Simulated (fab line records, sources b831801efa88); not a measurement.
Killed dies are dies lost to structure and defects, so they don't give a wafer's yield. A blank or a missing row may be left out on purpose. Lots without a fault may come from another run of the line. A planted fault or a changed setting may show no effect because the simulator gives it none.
Which tool did it? | flow sky130 | 13 lots, 37 wafers sampled, at 5 steps of a route of 708

WHAT THE GAUGES READ, wafer by wafer
The record holds no reading of a measuring or inspecting step that can be judged against a usual standard deviation.

WHICH TOOL RAN EACH LOT (tool, then ch and the chambers of the sampled wafers, then the start)
lot  | SKY_METAL3_ETCH_16                | SKY_VIA3_CMP_24               | SKY_METAL4_SPUTTER_02        | SKY_METAL4_SPUTTER_04        | SKY_PAD_OPEN_PROBE_99
L278 | rie_metal-03 ch 0, day 38 17:48   | cmp-02 ch 1,3, day 39 21:28   | pvd_sputter-03, day 39 21:46 | pvd_sputter-03, day 39 21:50 | -
L279 | rie_metal-04 ch 0,1, day 38 23:11 | cmp-02 ch 2,3, day 40 02:44   | pvd_sputter-02, day 40 03:02 | pvd_sputter-02, day 40 03:05 | prober-02, day 46 03:32
L280 | rie_metal-04 ch 0,1, day 39 07:26 | cmp-02 ch 1,2, day 40 10:54   | pvd_sputter-04, day 40 11:15 | pvd_sputter-04, day 40 11:19 | prober-01, day 46 10:49
L282 | rie_metal-02 ch 0,1, day 39 22:02 | cmp-02 ch 0,2,3, day 41 01:40 | -                            | -                            | prober-01, day 46 21:08
L283 | rie_metal-04 ch 0,1, day 40 10:24 | cmp-01 ch 1,3, day 41 14:47   | -                            | -                            | -
L285 | rie_metal-04 ch 0,1, day 41 07:32 | cmp-02 ch 0,1, day 42 09:53   | pvd_sputter-04, day 42 10:14 | pvd_sputter-04, day 42 10:17 | -
L288 | rie_metal-02 ch 1, day 41 22:47   | cmp-01 ch 0,3, day 43 00:56   | pvd_sputter-03, day 43 01:17 | pvd_sputter-03, day 43 01:20 | prober-02, day 48 14:52
L290 | rie_metal-04 ch 0, day 42 10:41   | cmp-02 ch 0,3, day 43 12:25   | pvd_sputter-04, day 43 12:40 | pvd_sputter-04, day 43 12:43 | -
L291 | rie_metal-02 ch 0,1, day 42 12:48 | cmp-01 ch 2,3, day 43 14:13   | pvd_sputter-03, day 43 14:30 | pvd_sputter-03, day 43 14:34 | -
L293 | rie_metal-02 ch 0,1, day 43 07:36 | cmp-02 ch 1,2,3, day 44 09:08 | pvd_sputter-04, day 44 09:29 | pvd_sputter-04, day 44 09:32 | -
L295 | rie_metal-03 ch 1, day 43 16:32   | cmp-01 ch 0,3, day 44 17:54   | pvd_sputter-02, day 44 18:06 | pvd_sputter-02, day 44 18:10 | prober-01, day 49 23:53
L300 | rie_metal-02 ch 0,1, day 44 19:18 | cmp-01 ch 0,1,2, day 45 19:38 | pvd_sputter-02, day 45 19:59 | pvd_sputter-02, day 45 20:02 | -
L299 | rie_metal-02 ch 0, day 45 04:32   | cmp-01 ch 2,3, day 46 03:41   | pvd_sputter-03, day 46 04:02 | pvd_sputter-03, day 46 04:05 | -
- SKY_METAL3_ETCH_16: etches BARC in N2/H2, stops on SiO2, time 88.2 s, target depth 60 nm.
- SKY_VIA3_CMP_24: polishes, stops on SiO2, t overpolish 20 s, target thk 0 nm.
- SKY_METAL4_SPUTTER_02: material AlCu, target thk 735 nm, time 39.1 s.
- SKY_METAL4_SPUTTER_04: material TiN, target thk 70 nm, time 58.3 s.
- SKY_PAD_OPEN_PROBE_99

WHAT THE TOOLS THEMSELVES READ (means of the sampled wafers that have a number; where no wafer has one, the mark that the record gives instead)
SKY_METAL3_ETCH_16. Usual: chamber_pressure_mTorr 29.999 mTorr, standard deviation 0.027; drypump_motor_current_A 5.8 A, standard deviation 0.31; oes_product_au 0.626 a.u., standard deviation 0.0043; throttle_valve_pct 13.205 %, standard deviation 0.0093.
lot  | tool         | chamber_pressure_mTorr (mTorr) | drypump_motor_current_A (A) | oes_product_au (a.u.) | throttle_valve_pct (%) | flag
L278 | rie_metal-03 | 29.987                         | 5.8                         | 0.624                 | 13.202                 |
L279 | rie_metal-04 | 29.978                         | 5.8                         | 0.626                 | 13.205                 |
L280 | rie_metal-04 | 29.993                         | 5.8                         | 0.621                 | 13.198                 |
L282 | rie_metal-02 | 29.994                         | 5.7                         | 0.626                 | 13.193                 |
L283 | rie_metal-04 | 29.998                         | 5.6                         | 0.630                 | 13.206                 |
L285 | rie_metal-04 | 29.995                         | 5.6                         | 0.629                 | 13.200                 |
L288 | rie_metal-02 | 30.001                         | 6.0                         | 0.625                 | 13.211                 |
L290 | rie_metal-04 | 29.994                         | 5.3                         | 0.630                 | 13.201                 |
L291 | rie_metal-02 | 29.983                         | 5.7                         | 0.624                 | 13.207                 |
L293 | rie_metal-02 | 30.003                         | 5.8                         | 0.629                 | 13.204                 |
L295 | rie_metal-03 | 29.986                         | 6.3                         | 0.621                 | 13.206                 |
L300 | rie_metal-02 | 30.008                         | 5.8                         | 0.627                 | 13.211                 |
L299 | rie_metal-02 | 29.978                         | 5.5                         | 0.628                 | 13.208                 |

SKY_VIA3_CMP_24. Usual: edge_zone_pressure_frac 1.000, standard deviation 0.0057; head_pressure_psi 3.500 psi, standard deviation 0.0075; motor_current_A 10.2 A, standard deviation 0.81; overpolish_run_s 20.000 s, standard deviation 0.0086; retaining_ring_pressure_frac 1.000, standard deviation 0.0054; time_to_endpoint_s 97 s, standard deviation 4.3.
lot  | tool   | edge_zone_pressure_frac | head_pressure_psi (psi) | motor_current_A (A) | overpolish_run_s (s) | retaining_ring_pressure_frac | time_to_endpoint_s (s) | flag
L278 | cmp-02 | 0.996                   | 3.504                   | 10.7                | 20.001               | 1.001                        | 96                     |
L279 | cmp-02 | 1.005                   | 3.497                   | 10.1                | 19.999               | 0.998                        | 92                     |
L280 | cmp-02 | 1.001                   | 3.502                   | 10.5                | 19.999               | 0.996                        | 97                     |
L282 | cmp-02 | -                       | -                       | -                   | -                    | -                            | -                      | OFF
L283 | cmp-01 | -                       | -                       | -                   | -                    | -                            | -                      | OFF
L285 | cmp-02 | 0.996                   | 3.501                   | 10.7                | 20.006               | 0.999                        | 101                    |
L288 | cmp-01 | 1.004                   | 3.500                   | 9.9                 | 19.998               | 0.990                        | 90                     |
L290 | cmp-02 | 0.996                   | 3.494                   | 9.8                 | 19.991               | 0.995                        | 98                     |
L291 | cmp-01 | 1.004                   | 3.504                   | 10.4                | 20.005               | 1.008                        | 98                     |
L293 | cmp-02 | 1.003                   | 3.504                   | 10.8                | 20.007               | 1.005                        | 95                     |
L295 | cmp-01 | 0.998                   | 3.500                   | 9.8                 | 20.008               | 0.997                        | 96                     |
L300 | cmp-01 | 0.994                   | 3.497                   | 9.7                 | 20.003               | 1.003                        | 94                     |
L299 | cmp-01 | 1.003                   | 3.504                   | 10.3                | 19.997               | 0.998                        | 97                     |

SKY_METAL4_SPUTTER_02. Usual: chamber_pressure_pa 0.4000 Pa, standard deviation 0.0009; throttle_valve_pct 30.1 %, standard deviation 1.2.
lot  | tool           | chamber_pressure_pa (Pa) | throttle_valve_pct (%) | flag
L278 | pvd_sputter-03 | 0.3998                   | 31.7                   |
L279 | pvd_sputter-02 | 0.3994                   | 30.3                   |
L280 | pvd_sputter-04 | 0.4000                   | 29.7                   |
L285 | pvd_sputter-04 | 0.3996                   | 29.3                   |
L288 | pvd_sputter-03 | 0.4003                   | 31.4                   |
L290 | pvd_sputter-04 | 0.4008                   | 28.6                   |
L291 | pvd_sputter-03 | 0.4004                   | 29.8                   |
L293 | pvd_sputter-04 | 0.3983                   | 29.3                   |
L295 | pvd_sputter-02 | 0.3995                   | 29.9                   |
L300 | pvd_sputter-02 | 0.4000                   | 30.6                   |
L299 | pvd_sputter-03 | 0.4004                   | 31.6                   |

SKY_METAL4_SPUTTER_04. Usual: chamber_pressure_pa 0.4000 Pa, standard deviation 0.00077; throttle_valve_pct 30.1 %, standard deviation 1.2.
lot  | tool           | chamber_pressure_pa (Pa) | throttle_valve_pct (%) | flag
L278 | pvd_sputter-03 | 0.3999                   | 31.6                   |
L279 | pvd_sputter-02 | 0.4005                   | 30.1                   |
L280 | pvd_sputter-04 | 0.3997                   | 29.6                   |
L285 | pvd_sputter-04 | 0.4001                   | 29.1                   |
L288 | pvd_sputter-03 | 0.4002                   | 31.6                   |
L290 | pvd_sputter-04 | 0.3999                   | 28.8                   |
L291 | pvd_sputter-03 | 0.3998                   | 29.9                   |
L293 | pvd_sputter-04 | 0.4003                   | 29.2                   |
L295 | pvd_sputter-02 | 0.4007                   | 30.1                   |
L300 | pvd_sputter-02 | 0.4004                   | 30.5                   |
L299 | pvd_sputter-03 | 0.3998                   | 31.6                   |

SKY_PAD_OPEN_PROBE_99. Usual: defect_limited_yield 82.6 %, standard deviation 1.8; killed_at_M0_to_M3 43, standard deviation 6.3; killed_at_M4_up 3.0, standard deviation 1.6; killed_at_contacts 25, standard deviation 5; killed_at_front_end 15, standard deviation 4.4; killed_at_other 0.3, standard deviation 0.8; killed_dies 85, standard deviation 8.7; killed_on_rim 17, standard deviation 3.7; killed_open 47, standard deviation 6.9; killed_short 38, standard deviation 6.3.
lot  | tool      | defect_limited_yield (%) | killed_at_M0_to_M3 | killed_at_M4_up | killed_at_contacts | killed_at_front_end | killed_at_other | killed_dies | killed_on_rim | killed_open | killed_short | flag
L279 | prober-02 | 81.6                     | 44                 | 3.7             | 26                 | 18                  | 0.0             | 91          | 22            | 44          | 47           |
L280 | prober-01 | 83.5                     | 41                 | 3.7             | 24                 | 12                  | 0.0             | 81          | 16            | 44          | 37           |
L282 | prober-01 | 0.0                      | 446                | 3.3             | 23                 | 20                  | 0.3             | 492         | 96            | 47          | 46           | OFF
L288 | prober-02 | 81.7                     | 39                 | 3.3             | 30                 | 16                  | 1.7             | 90          | 16            | 54          | 35           |
L295 | prober-01 | 84.9                     | 40                 | 3.0             | 20                 | 11                  | 0.0             | 74          | 15            | 46          | 28           |

THE ANSWER, worked out from the rows above alone
Rule: a lot is off if the mean of its wafers that have a number lies more than 3 standard deviations from the usual mean. A lot without any number at a reading at which 4 lots or more have one is off too. The other lots that the step has rows for count as sound. The gauges are gone through in route order, then the tools' own readings, and for those a lot's mean is taken as printed above. The first step at which some lot is off is used, and at that step the reading that is off furthest; a lot without a number counts as furthest.
Off: L282, L283, at SKY_VIA3_CMP_24 (edge_zone_pressure_frac). Without a number there: L282, L283.
A tool fits if, at that step or a process step before it, it ran every lot that is off, and no sound lot after the first of them. None of those tried fits.

WHAT THE SIMULATOR HAD PUT IN
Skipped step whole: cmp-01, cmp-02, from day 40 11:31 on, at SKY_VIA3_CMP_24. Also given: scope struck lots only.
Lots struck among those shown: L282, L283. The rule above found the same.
